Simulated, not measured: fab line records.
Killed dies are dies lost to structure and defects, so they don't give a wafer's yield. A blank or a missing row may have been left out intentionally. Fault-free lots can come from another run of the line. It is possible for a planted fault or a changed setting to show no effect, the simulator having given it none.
Problem report, 8D (eight disciplines) form, completed by code + flow gf180mcu + the parts of the form that need people (team, actions taken, sign-off) are left out

1. THE ISSUE
Mean of cd nm at GF_V4_CD_MEAS_14: 265.4 nm across 2 wafers in 2 lots; on wafers with no fault it is 260.1 nm (standard deviation 1.2). Relative to the usual mean, that is a shift of +4.4 standard deviations.
The step: target cd 260 nm.
Seen first at day 28 08:14 on cd sem-01, wafer L914.2. At this step, 37 wafers from 13 lots have a number in the record. By rule, "out" or "out of limits" means more than 4 standard deviations away from the usual mean. The rest of the wafers with a number are treated as sound.

2. WHAT IT IS, WHAT IT ISN'T
| question                    | is                | is not                                                                          |
|-----------------------------|-------------------|---------------------------------------------------------------------------------|
| which readings at this step | cd nm             | -                                                                               |
| which lots                  | L914, L915        | L902, L904, L905, L906, L908, L909, L911, L912, L913, L924, L925                |
| which wafers of those lots  | L914.2, L915.2    | L914.3, L915.1                                                                  |
| read on which gauges        | cd sem-01         | cd sem-02                                                                       |
| when                        | from day 28 08:14 | up to then (28 sound wafers); but 7 sound wafers of L915, L924, L925 came after |

3. SUSPECTS, AND WHAT RULES EACH OUT
Counting: a tool at a process step up to the reading stays a suspect if it ran every lot that is out. Sound lots after the first of them don't rule it out here, since some wafers of a struck lot are sound.
- the gauge at GF_V4_CD_MEAS_14: kept. All the wafers that are out were read on cd sem-01, and no step on other tools shows them out.
- krf scanner-02 at GF_V4_EXPOSE_11 (exposes mask Via4, target cd 260 nm): kept. Every lot that is out went through it, the first being L914 (day 27 22:42); the last sound lot it ran before that was L913 (day 27 12:34).
After counting, krf scanner-02 at GF_V4_EXPOSE_11 and cd sem-01 at GF_V4_CD_MEAS_14 remain.

4. THE CAUSE (what the simulator had put in)
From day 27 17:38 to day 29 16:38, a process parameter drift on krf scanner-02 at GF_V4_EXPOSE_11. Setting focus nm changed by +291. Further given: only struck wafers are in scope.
Counting left 2 suspects, and this tool is among them.

5. THE CHAIN OF EFFECTS, in route order
Each row: a reading whose mean over the struck wafers that have a number lies more than 3 standard deviations from the usual. Only readings whose record carries a usual standard deviation are examined. hours: median over the lots of the time between each lot's start at the first step of this table that gives one and its start at this step. sigmas: the change, counted in usual standard deviations.
| hours | step             | reading | usual    | on struck wafers | change | sigmas |
|-------|------------------|---------|----------|------------------|--------|--------|
| 0     | GF_V4_CD_MEAS_14 | cd nm   | 260.1 nm | 265.4            | +5.2   | +4.4   |

6. HOW IT WOULD HAVE BEEN CAUGHT EARLIER
Counted from the fault's start at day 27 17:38, it took 15 hours until the first out-of-limits reading at a measuring or inspecting step in this record, taken at day 28 08:14.
Tool readings at GF_V4_EXPOSE_11 with a usual standard deviation given in the record: none out on any struck wafer, hence no alarm at a limit of 4 standard deviations on them.
Of the lots that are out (2), L915 began GF_V4_EXPOSE_11 on krf scanner-02 after day 28 08:14. A tool hold placed at that time would have kept it from harm.
